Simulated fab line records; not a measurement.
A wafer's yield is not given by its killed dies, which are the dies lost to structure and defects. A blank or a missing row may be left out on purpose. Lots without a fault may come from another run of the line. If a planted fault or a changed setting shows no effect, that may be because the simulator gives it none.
fab line records	flow sfq-line
record: lots: 7	wafers: 21	last-day: 93
route steps=325 shown A5B@210 R5@212
lots untouched by any fault: they come from a run of this same line in which no faults occurred
start-h: hours from the record's opening day to when the first of the lot's shown wafers began	wait-h: time in hours since the lot's previous step	" the same as in the row above	L1.1+2: one row covering several wafers at once	- no value, or no start given	* or withheld: withheld	< > ~ a bound
route shown NAME@n: NAME is a module with steps in the file, n the number in the route of the first one	usual: mean/standard deviation of fault-free wafers	same: alike in all rows	chamber/n: place in a boat	sites: the reading at each site	_std_site: standard deviation of those values	_edge_site: inner sites' mean taken away from outer sites' mean	radius-mm: for every site, how far away it sits from the centre of the wafer	mask NAME#n: copy n	behind: the last tool/chamber to shape the wafer	hold: why the lot went on hold/how many hours it stayed there/how the hold came to an end	device: the transistor (n, p or np) that didn't switch	end of line: the tests these same wafers got at the end of their route	where a step has no rows: the recipe by itself	killed: dies lost to structure and defects at the first sort, not the wafer's yield	map: a wafer's dies, marking killed ones x, the rest . and places with no die _
set.NAME: the run value of the setting; set.NAME@STEP: its run value at that earlier step	model.NAME: the simulator's own value behind a step, which no gauge read
lots seen at some steps along the route; tables by step, rows by wafer
services: the hour from which a tool's chamber was out of use, counted from the record's first day as start-h (under 0 if before that day), plus the number of hours and why
== steps ==
step: SFQ_TRILAYER_A5B_CMP_CMP_130
recipe: stop-on: Nb	down-force-psi: 3	platen-rpm: 60	target-thk-nm: 340.7
usual: motor-current-A: 10.5/1.3	slurry-filter-dp-kPa: 13.51/0.13
lot.wafer	tool	chamber	start-h	wait-h	motor-current-A	slurry-filter-dp-kPa
L575.1	cmp-02	1	1461.70	5.2	9.8	13.47
L575.5	"	0	1463.20	6.6	13.0	13.59
L575.6	"	1	"	"	9.3	13.59
L576.4	cmp-01	2	1461.77	2.8	11.6	13.41
L576.1	"	0	1462.77	3.8	11.6	13.61
L576.6	"	2	1463.77	4.8	11.8	13.72
L577.1	cmp-02	0	1467.20	0.6	12.8	13.59
L577.2	"	2	1468.20	1.6	10.0	13.81
L577.6	"	0	1469.20	2.6	12.3	13.38
L583.3	cmp-02	3	1587.15	1.2	9.4	13.52
L583.2	"	0	"	"	12.5	13.52
L583.1	"	1	"	"	9.6	13.37
L586.1	cmp-02	0	1600.15	9.4	12.5	13.49
L586.3	"	3	1601.65	10.9	9.4	13.75
L586.6	"	1	1602.65	11.9	9.8	13.55
L587.4	cmp-01	0	1600.85	8.0	10.9	13.77
L587.6	"	3	1602.35	9.5	8.7	13.47
L587.5	"	0	"	"	11.0	13.48
L589.2	cmp-01	2	1607.85	8.7	11.5	13.29
L589.5	"	3	"	"	8.5	13.54
L589.6	"	0	"	"	10.9	13.56
step: SFQ_TRILAYER_A5B_METRO_MEASURE_131
usual: thk-nm: 341/5.6
lot.wafer	tool	chamber	start-h	wait-h	thk-nm
L575.1	film-metro-04	-	1464.20	2.0	340
L575.5	"	-	"	"	334
L575.6	"	-	"	"	340
L576.1	film-metro-01	-	1464.77	1.5	339
L576.4	"	-	"	"	342
L576.6	"	-	"	"	335
L577.1	film-metro-01	-	1470.20	2.5	327
L577.2	"	-	"	"	331
L577.6	"	-	"	"	326
L583.1	film-metro-04	-	1590.15	1.5	351
L583.2	"	-	"	"	346
L583.3	"	-	"	"	339
L586.1	film-metro-04	-	1603.15	2.5	345
L586.3	"	-	"	"	338
L586.6	"	-	"	"	340
L587.4	film-metro-01	-	1603.95	2.6	340
L587.5	"	-	"	"	343
L587.6	"	-	"	"	339
L589.2	film-metro-02	-	1609.55	1.2	341
L589.5	"	-	"	"	343
L589.6	"	-	"	"	346
step: SFQ_TRILAYER_R5_DEP_SPUTTER_132
recipe: material: Ti	base-pressure-pa: 1.33e-06	target-thk-nm: 5	power-w: 2000	time-s: 5	chamber-pressure-pa: 0.4
usual: base-pressure-pa: 1.31e-06/9.8e-08	throttle-valve-pct: 29.9/0.84
lot.wafer	tool	chamber	start-h	wait-h	base-pressure-pa	throttle-valve-pct
L575.1	pvd-sputter-03	-	1465.40	1.0	1.28e-06	30.4
L575.5	"	-	"	"	1.24e-06	29.8
L575.6	"	-	"	"	1.35e-06	30.3
L576.1	pvd-sputter-04	-	1465.97	1.0	1.41e-06	29.1
L576.4	"	-	"	"	1.36e-06	29.0
L576.6	"	-	"	"	1.28e-06	31.2
L577.1	pvd-sputter-05	-	1471.40	1.0	1.4e-06	30.9
L577.2	"	-	"	"	1.38e-06	30.1
L577.6	"	-	"	"	1.3e-06	31.0
L583.1	pvd-sputter-05	-	1591.35	1.0	1.26e-06	29.3
L583.2	"	-	"	"	1.18e-06	31.0
L583.3	"	-	"	"	1.35e-06	30.4
L586.1	pvd-sputter-04	-	1604.35	1.0	1.34e-06	30.0
L586.3	"	-	"	"	1.34e-06	31.4
L586.6	"	-	"	"	1.16e-06	30.5
L587.4	pvd-sputter-05	-	1604.55	0.4	1.39e-06	30.1
L587.5	"	-	"	"	1.38e-06	31.0
L587.6	"	-	"	"	1.38e-06	30.7
L589.2	pvd-sputter-05	-	1610.55	0.8	1.33e-06	30.5
L589.5	"	-	"	"	1.24e-06	30.1
L589.6	"	-	"	"	1.32e-06	29.3
step: SFQ_TRILAYER_R5_DEP_SPUTTER_133
recipe: material: MoNx	base-pressure-pa: 1.33e-06	target-thk-nm: 40	power-w: 1000	time-s: 66.7	chamber-pressure-pa: 0.4
usual: base-pressure-pa: 1.33e-06/9.3e-08	throttle-valve-pct: 29.9/0.86
lot.wafer	tool	chamber	start-h	wait-h	base-pressure-pa	throttle-valve-pct
L575.1	pvd-sputter-03	-	1465.42	0.0	1.2e-06	30.4
L575.5	"	-	"	"	1.31e-06	30.0
L575.6	"	-	"	"	1.41e-06	30.3
L576.1	pvd-sputter-04	-	1465.99	0.0	1.28e-06	29.3
L576.4	"	-	"	"	1.36e-06	28.9
L576.6	"	-	"	"	1.41e-06	31.6
L577.1	pvd-sputter-05	-	1471.42	0.0	1.41e-06	31.2
L577.2	"	-	"	"	1.3e-06	30.3
L577.6	"	-	"	"	1.12e-06	31.0
L583.1	pvd-sputter-05	-	1591.37	0.0	1.36e-06	29.5
L583.2	"	-	"	"	1.14e-06	31.0
L583.3	"	-	"	"	1.26e-06	30.6
L586.1	pvd-sputter-04	-	1604.37	0.0	1.31e-06	30.2
L586.3	"	-	"	"	1.26e-06	31.6
L586.6	"	-	"	"	1.22e-06	30.6
L587.4	pvd-sputter-05	-	1604.57	0.0	1.22e-06	30.1
L587.5	"	-	"	"	1.34e-06	31.1
L587.6	"	-	"	"	1.42e-06	30.4
L589.2	pvd-sputter-05	-	1610.57	0.0	1.35e-06	30.4
L589.5	"	-	"	"	1.48e-06	29.7
L589.6	"	-	"	"	1.22e-06	29.5
step: SFQ_TRILAYER_R5_DEP_SPUTTER_134
recipe: material: Ti	base-pressure-pa: 1.33e-06	target-thk-nm: 5	power-w: 2000	time-s: 5	chamber-pressure-pa: 0.4
usual: base-pressure-pa: 1.33e-06/9.9e-08	throttle-valve-pct: 29.9/0.85
lot.wafer	tool	chamber	start-h	wait-h	base-pressure-pa	throttle-valve-pct
L575.1	pvd-sputter-03	-	1465.47	0.0	1.27e-06	30.3
L575.5	"	-	"	"	1.17e-06	30.0
L575.6	"	-	"	"	1.28e-06	30.6
L576.1	pvd-sputter-04	-	1466.05	0.0	1.31e-06	29.3
L576.4	"	-	"	"	1.35e-06	28.9
L576.6	"	-	"	"	1.23e-06	31.5
L577.1	pvd-sputter-05	-	1471.47	0.0	1.58e-06	31.0
L577.2	"	-	"	"	1.19e-06	30.3
L577.6	"	-	"	"	1.34e-06	31.2
L583.1	pvd-sputter-05	-	1591.42	0.0	1.32e-06	29.3
L583.2	"	-	"	"	1.25e-06	30.9
L583.3	"	-	"	"	1.36e-06	30.6
L586.1	pvd-sputter-04	-	1604.42	0.0	1.34e-06	30.2
L586.3	"	-	"	"	1.23e-06	31.6
L586.6	"	-	"	"	1.41e-06	30.3
L587.4	pvd-sputter-05	-	1604.62	0.0	1.25e-06	30.1
L587.5	"	-	"	"	1.36e-06	31.0
L587.6	"	-	"	"	1.13e-06	30.1
L589.2	pvd-sputter-05	-	1610.62	0.0	1.46e-06	30.4
L589.5	"	-	"	"	1.34e-06	30.2
L589.6	"	-	"	"	1.37e-06	29.4
step: SFQ_R5_RS_MEAS_933
recipe: thk-meas-gauge: four-point-probe	reads: Ti_of_TRILAYER_R5_DEP_SPUTTER_134+MoNx_of_TRILAYER_R5_DEP_SPUTTER_133+Ti_of_TRILAYER_R5_DEP_SPUTTER_132
usual: R5_MONX_RS: 7.07/0.072
lot.wafer	tool	chamber	start-h	wait-h	R5_MONX_RS[ohm/sq]
L575.1	film-metro-02	-	1465.49	0.0	6.95
L575.5	"	-	"	"	6.95
L575.6	"	-	"	"	6.99
L576.1	film-metro-03	-	1466.07	0.0	7.04
L576.4	"	-	"	"	6.97
L576.6	"	-	"	"	7.09
L577.1	film-metro-02	-	1471.49	0.0	7.07
L577.2	"	-	"	"	6.99
L577.6	"	-	"	"	7.09
L583.1	film-metro-01	-	1591.44	0.0	7.02
L583.2	"	-	"	"	7.12
L583.3	"	-	"	"	7.15
L586.1	film-metro-03	-	1604.44	0.0	7.01
L586.3	"	-	"	"	7.08
L586.6	"	-	"	"	7.00
L587.4	film-metro-02	-	1604.70	0.1	7.16
L587.5	"	-	"	"	7.18
L587.6	"	-	"	"	7.09
L589.2	film-metro-01	-	1610.66	0.0	7.18
L589.5	"	-	"	"	7.12
L589.6	"	-	"	"	7.14
step: SFQ_R5_THK_MEAS_934
recipe: thk-meas-gauge: xrf	reads: MoNx_of_TRILAYER_R5_DEP_SPUTTER_133
usual: R5_MONX_THK: 39.8/0.47
lot.wafer	tool	chamber	start-h	wait-h	R5_MONX_THK[nm]
L575.1	film-metro-02	-	1465.61	0.1	40.3
L575.5	"	-	"	"	40.1
L575.6	"	-	"	"	40.0
L576.1	film-metro-03	-	1466.19	0.1	39.7
L576.4	"	-	"	"	40.2
L576.6	"	-	"	"	39.7
L577.1	film-metro-02	-	1471.61	0.1	39.7
L577.2	"	-	"	"	39.8
L577.6	"	-	"	"	39.3
L583.1	film-metro-01	-	1591.56	0.1	40.4
L583.2	"	-	"	"	39.8
L583.3	"	-	"	"	39.5
L586.1	film-metro-03	-	1604.56	0.1	40.0
L586.3	"	-	"	"	39.6
L586.6	"	-	"	"	40.1
L587.4	film-metro-02	-	1604.79	0.1	39.2
L587.5	"	-	"	"	39.5
L587.6	"	-	"	"	39.8
L589.2	film-metro-01	-	1610.77	0.1	39.0
L589.5	"	-	"	"	39.4
L589.6	"	-	"	"	39.4
step: SFQ_TRILAYER_R5_LITHO_COAT_141
recipe: resist: BARC	spin-rpm: 3000	resist-thk-nm: 62
step: SFQ_TRILAYER_R5_LITHO_COAT_136
recipe: resist: KrF	spin-rpm: 3000	resist-thk-nm: 600
step: SFQ_TRILAYER_R5_LITHO_SOFTBAKE_140
recipe: temp-c: withheld	time-s: withheld	resist: KrF
step: SFQ_TRILAYER_R5_LITHO_EXPOSE_137
recipe: mask-id: R5	na: 0.6	source-shape: conventional	sigma-outer: 0.65	target-cd-nm: 500	dose-mj: 14.4
step: SFQ_TRILAYER_R5_LITHO_PEB_139
recipe: peb-temp-c: 115	peb-time-s: 60	resist: KrF
step: SFQ_TRILAYER_R5_LITHO_DEVELOP_138
recipe: time-s: 60	resist: KrF
usual: chill-plate-temp-C: 22.98/0.12	exhaust-pa: 45.0/0.81	resist-line-temp-C: 22.98/0.1
lot.wafer	tool	chamber	start-h	wait-h	chill-plate-temp-C	exhaust-pa	resist-line-temp-C	model.KrF_of_TRILAYER_R5_LITHO_COAT_136.thk-nm
L575.1	litho-track-03	-	1573.84	0.1	-	-	-	603.7
L575.5	"	-	"	"	-	-	-	603.1
L575.6	"	-	"	"	-	-	-	599.9
L576.1	litho-track-02	-	1575.04	0.1	-	-	-	598.7
L576.4	"	-	"	"	-	-	-	599
L576.6	"	-	"	"	-	-	-	599
L577.1	litho-track-01	-	1583.29	0.1	-	-	-	599.5
L577.2	"	-	"	"	-	-	-	599.7
L577.6	"	-	"	"	-	-	-	597.9
L583.1	litho-track-03	0	1606.46	0.1	23.08	44.6	22.91	575.3
L583.2	"	0	"	"	23.00	44.9	22.94	575.9
L583.3	"	0	"	"	23.17	45.8	22.96	576
L586.1	litho-track-02	0	1699.61	0.1	22.91	45.9	23.01	572.5
L586.3	"	0	"	"	22.96	45.1	22.90	573.1
L586.6	"	0	"	"	22.98	46.5	23.01	574
L587.4	litho-track-01	0	1700.88	0.1	22.81	45.4	23.02	575.3
L587.5	"	0	"	"	22.81	45.3	22.95	574.2
L587.6	"	0	"	"	22.79	45.2	22.98	575.1
L589.2	litho-track-02	0	1704.43	0.1	22.67	45.6	22.96	574.9
L589.5	"	0	"	"	22.83	44.2	23.23	575
L589.6	"	0	"	"	22.92	44.7	23.10	575
step: SFQ_R5_OVL_MEAS_935
usual: R5_OVL: -5/5.6
lot.wafer	tool	chamber	start-h	wait-h	R5_OVL[nm]
L575.1	overlay-01	-	1573.99	0.1	-
L575.5	"	-	"	"	-
L575.6	"	-	"	"	-
L576.1	overlay-02	-	1575.19	0.1	-
L576.4	"	-	"	"	-
L576.6	"	-	"	"	-
L577.1	overlay-02	-	1583.44	0.1	-
L577.2	"	-	"	"	-
L577.6	"	-	"	"	-
L583.1	overlay-02	-	1606.61	0.1	-14
L583.2	"	-	"	"	1
L583.3	"	-	"	"	-7
L586.1	overlay-02	-	1699.76	0.1	-5
L586.3	"	-	"	"	-9
L586.6	"	-	"	"	-1
L587.4	overlay-02	-	1700.97	0.1	-6
L587.5	"	-	"	"	1
L587.6	"	-	"	"	-5
L589.2	overlay-02	-	1704.56	0.1	-6
L589.5	"	-	"	"	-8
L589.6	"	-	"	"	-9
== services ==
tool	chamber	start-h	hours	kind
film-metro-04	-	1445.72	2.0	pm
cmp-01	-	1447.80	3.9	pm
cmp-01	-	1451.21	4.6	repair
film-metro-01	-	1451.99	0.8	pm
film-metro-04	-	1453.76	1.7	pm
cmp-02	-	1488.83	2.8	repair
cmp-01	-	1490.43	2.6	repair
cmp-01	-	1499.61	10.3	repair
film-metro-02	-	1502.90	0.5	pm
cmp-02	-	1512.49	5.6	pm
film-metro-01	-	1515.93	0.4	pm
pvd-sputter-03	-	1521.05	12.4	repair
film-metro-01	-	1523.20	2.2	pm
film-metro-04	-	1543.79	0.7	pm
pvd-sputter-03	-	1556.54	5.2	repair
film-metro-01	-	1557.43	1.1	pm
film-metro-04	-	1593.70	1.1	pm
cmp-02	-	1596.15	4.0	pm
pvd-sputter-03	-	1603.38	0.5	repair
film-metro-01	-	1629.41	0.5	pm
film-metro-02	-	1654.86	0.9	pm
cmp-01	-	1658.28	3.1	repair
pvd-sputter-05	-	1670.34	3.5	repair
film-metro-04	-	1698.76	0.5	pm
== key ==
first-sign: step: SFQ_TRILAYER_R5_LITHO_DEVELOP_138	reading: tool-record	direction: missing
effect none on later readings
model-effect: step: SFQ_TRILAYER_R5_LITHO_DEVELOP_138	value: KrF_of_TRILAYER_R5_LITHO_COAT_136.thk-nm	without: 574.7	struck: 600.1
met-at SFQ_TRILAYER_R5_LITHO_DEVELOP_138
struck-wafers L575.1,L575.5,L575.6,L576.1,L576.4,L576.6,L577.1,L577.2,L577.6
fault: kind: skipped-step-whole	tool: litho-track-01,litho-track-02,litho-track-03	chamber: -	onset-h: 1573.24	steps: SFQ_TRILAYER_R5_LITHO_DEVELOP_138	scope: struck-lots-only
